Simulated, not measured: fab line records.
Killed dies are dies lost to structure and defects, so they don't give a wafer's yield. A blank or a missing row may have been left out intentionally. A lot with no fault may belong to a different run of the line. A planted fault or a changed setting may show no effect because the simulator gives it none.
Matching of chambers :: flow sky130 :: cmp-02 running SKY_FIELD_ISO_CMP_27: 4 sister chambers
The step polishes, stops on Si3N4, t overpolish 16 s, target thk 457.8 nm. 4 wafers are shown with their chamber, then 7 later ones without.

WAFERS WITH THEIR CHAMBER
wafer: L662.2
chamber: 2
motor_current_A (A): 12.7

wafer: L669.2
chamber: 1
motor_current_A (A): 14.0

wafer: L670.1
chamber: 0
motor_current_A (A): 12.2

wafer: L670.4
chamber: 3
motor_current_A (A): 13.2

WAFERS WHOSE CHAMBER IS MISSING
wafer: L670.5
motor_current_A (A): 12.8

wafer: L682.2
motor_current_A (A): 13.5

wafer: L682.3
motor_current_A (A): 12.0

wafer: L682.4
motor_current_A (A): 12.7

wafer: L684.3
motor_current_A (A): 13.3

wafer: L684.5
motor_current_A (A): 12.8

wafer: L684.6
motor_current_A (A): 13.5

WHICH CHAMBER EACH WENT THROUGH
wafer: L670.5
from the rows above: can't be placed: 2 or 3
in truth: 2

wafer: L682.2
from the rows above: can't be placed: 3 or 1
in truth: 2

wafer: L682.3
from the rows above: 0
in truth: 0

wafer: L682.4
from the rows above: 2
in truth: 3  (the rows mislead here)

wafer: L684.3
from the rows above: 3
in truth: 3

wafer: L684.5
from the rows above: can't be placed: 2 or 3
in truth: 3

wafer: L684.6
from the rows above: can't be placed: 3 or 1
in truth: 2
Placed correctly: 2 of 7. Can't be placed from these rows: 4 (the true chamber is among the candidates in 2). Number placed wrongly: 1.
How it was worked out, from the rows above alone: a wafer's distance from a chamber is the root of the sum, over the readings, of the square of ((its reading less the chamber's mean) divided by the reading's scatter). The wafer belongs to the nearest chamber; if the next one is less than 2 further off, it can't be placed. A chamber's mean is the mean of its shown wafers. The scatter: with one shown wafer a chamber, the root of the mean of the squares of how far each hidden wafer lies from its nearest shown one.
